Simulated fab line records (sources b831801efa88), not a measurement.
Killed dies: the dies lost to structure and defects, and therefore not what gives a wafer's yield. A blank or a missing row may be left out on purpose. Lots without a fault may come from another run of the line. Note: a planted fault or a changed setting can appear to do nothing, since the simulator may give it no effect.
Matching of chambers || flow sky130 || SKY_LI_CONTACT_ETCH_15 on rie diel-04: 4 sister chambers
The step etches PSG in C4F8/O2/Ar, stops on Si, target depth 600 nm. 14 wafers are shown with their chamber, then 7 later ones without.

WAFERS WITH THEIR CHAMBER
{"wafer": "L076.2", "chamber": 0, "rf fwd power W (W)": 1495, "oes product au (a.u.)": 0.832}
{"wafer": "L076.3", "chamber": 3, "rf fwd power W (W)": 1491, "oes product au (a.u.)": 0.837}
{"wafer": "L076.5", "chamber": 1, "rf fwd power W (W)": 1489, "oes product au (a.u.)": 0.845}
{"wafer": "L084.1", "chamber": 0, "rf fwd power W (W)": 1494, "oes product au (a.u.)": 0.840}
{"wafer": "L084.4", "chamber": 1, "rf fwd power W (W)": 1493, "oes product au (a.u.)": 0.831}
{"wafer": "L084.6", "chamber": 2, "rf fwd power W (W)": 1496, "oes product au (a.u.)": 0.828}
{"wafer": "L085.1", "chamber": 1, "rf fwd power W (W)": 1491, "oes product au (a.u.)": 0.839}
{"wafer": "L085.3", "chamber": 3, "rf fwd power W (W)": 1482, "oes product au (a.u.)": 0.837}
{"wafer": "L085.5", "chamber": 2, "rf fwd power W (W)": 1486, "oes product au (a.u.)": 0.843}
{"wafer": "L087.2", "chamber": 3, "rf fwd power W (W)": 1493, "oes product au (a.u.)": 0.833}
{"wafer": "L087.3", "chamber": 0, "rf fwd power W (W)": 1496, "oes product au (a.u.)": 0.838}
{"wafer": "L087.5", "chamber": 1, "rf fwd power W (W)": 1498, "oes product au (a.u.)": 0.838}
{"wafer": "L095.1", "chamber": 0, "rf fwd power W (W)": 1487, "oes product au (a.u.)": 0.835}
{"wafer": "L095.3", "chamber": 3, "rf fwd power W (W)": 1488, "oes product au (a.u.)": 0.837}

SIGNATURES, as means of the wafers listed above
{"reading": "rf fwd power W", "chamber 0": 1493.00, "chamber 1": 1492.75, "chamber 2": 1491.00, "chamber 3": 1488.50, "scatter within a chamber": 4.62}
{"reading": "oes product au", "chamber 0": 0.83625, "chamber 1": 0.83825, "chamber 2": 0.83550, "chamber 3": 0.83600, "scatter within a chamber": 0.0051}
Rule: for each reading, subtract the chamber's mean from the wafer's reading, divide by that reading's scatter and square the result; add these up over the readings and take the root, which gives the wafer's distance from the chamber. The wafer belongs to the nearest chamber; if the next one is less than 2 further off, it can't be placed. The scatter: take each reading less its chamber's mean, square it, sum over the shown wafers, divide by the number of wafers less the number of chambers, and take the root.

WAFERS WHOSE CHAMBER IS MISSING
{"wafer": "L095.4", "rf fwd power W (W)": 1486, "oes product au (a.u.)": 0.836}
{"wafer": "L096.4", "rf fwd power W (W)": 1503, "oes product au (a.u.)": 0.833}
{"wafer": "L096.5", "rf fwd power W (W)": 1491, "oes product au (a.u.)": 0.842}
{"wafer": "L096.6", "rf fwd power W (W)": 1488, "oes product au (a.u.)": 0.834}
{"wafer": "L097.1", "rf fwd power W (W)": 1485, "oes product au (a.u.)": 0.844}
{"wafer": "L097.3", "rf fwd power W (W)": 1495, "oes product au (a.u.)": 0.842}
{"wafer": "L097.4", "rf fwd power W (W)": 1489, "oes product au (a.u.)": 0.835}

EACH ONE'S CHAMBER
{"wafer": "L095.4", "from the rows above": "can't be placed: 3 or 2 or 0 or 1", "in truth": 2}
{"wafer": "L096.4", "from the rows above": "can't be placed: 0 or 1 or 2 or 3", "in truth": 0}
{"wafer": "L096.5", "from the rows above": "can't be placed: 1 or 0 or 2 or 3", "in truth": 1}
{"wafer": "L096.6", "from the rows above": "can't be placed: 3 or 2 or 0 or 1", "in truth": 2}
{"wafer": "L097.1", "from the rows above": "can't be placed: 3 or 1 or 2 or 0", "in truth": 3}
{"wafer": "L097.3", "from the rows above": "can't be placed: 1 or 0 or 2 or 3", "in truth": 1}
{"wafer": "L097.4", "from the rows above": "can't be placed: 3 or 2 or 0 or 1", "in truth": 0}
Correctly placed: 0 of 7. Cannot be placed on the basis of these rows: 7; the candidates contain the true chamber in 7. Number placed wrongly: 0.
